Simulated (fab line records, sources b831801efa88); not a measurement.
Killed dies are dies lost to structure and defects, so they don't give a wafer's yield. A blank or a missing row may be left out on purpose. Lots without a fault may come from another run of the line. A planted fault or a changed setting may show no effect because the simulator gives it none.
Chamber matching | flow gf180mcu | GF_V4_CMP_26 on cmp-01: 4 sister chambers
The step polishes, stops on SiO2, t overpolish 15 s, target thk 0 nm. 8 wafers are shown with their chamber, then 7 later ones without.

WAFERS WITH THEIR CHAMBER
wafer  | chamber | motor_current_A (A) | time_to_endpoint_s (s)
L451.6 | 1       | 11.5                | 77
L454.5 | 2       | 12.5                | 88
L460.1 | 1       | 12.4                | 83
L462.1 | 0       | 10.6                | 87
L462.4 | 3       | 10.0                | 79
L462.6 | 3       | 10.1                | 81
L470.3 | 0       | 10.5                | 87
L470.4 | 2       | 12.3                | 85

WAFERS WITHOUT THEIR CHAMBER
wafer  | motor_current_A (A) | time_to_endpoint_s (s)
L470.6 | 9.9                 | 85
L471.3 | 10.1                | 85
L471.4 | 13.0                | 84
L471.6 | 12.7                | 85
L473.2 | 9.9                 | 88
L473.3 | 10.7                | 83
L473.6 | 10.0                | 89

WHICH CHAMBER EACH WENT THROUGH
wafer  | from the rows above     | in truth
L470.6 | can't be placed: 3 or 0 | 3
L471.3 | can't be placed: 0 or 3 | 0
L471.4 | can't be placed: 2 or 1 | 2
L471.6 | can't be placed: 2 or 1 | 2
L473.2 | can't be placed: 0 or 3 | 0
L473.3 | can't be placed: 0 or 3 | 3
L473.6 | can't be placed: 0 or 3 | 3
Placed correctly: 0 of 7. Can't be placed from these rows: 7 (the true chamber is among the candidates in 7). Placed wrongly: 0.
How it was worked out, from the rows above alone: a wafer's distance from a chamber is the root of the sum, over the readings, of the square of ((its reading less the chamber's mean) divided by the reading's scatter). The wafer belongs to the nearest chamber; if the next one is less than 2 further off, it can't be placed. A chamber's mean is the mean of its shown wafers. The scatter: the root of (the sum of the squares of (reading less its chamber's mean) over the shown wafers, divided by (wafers less chambers)).
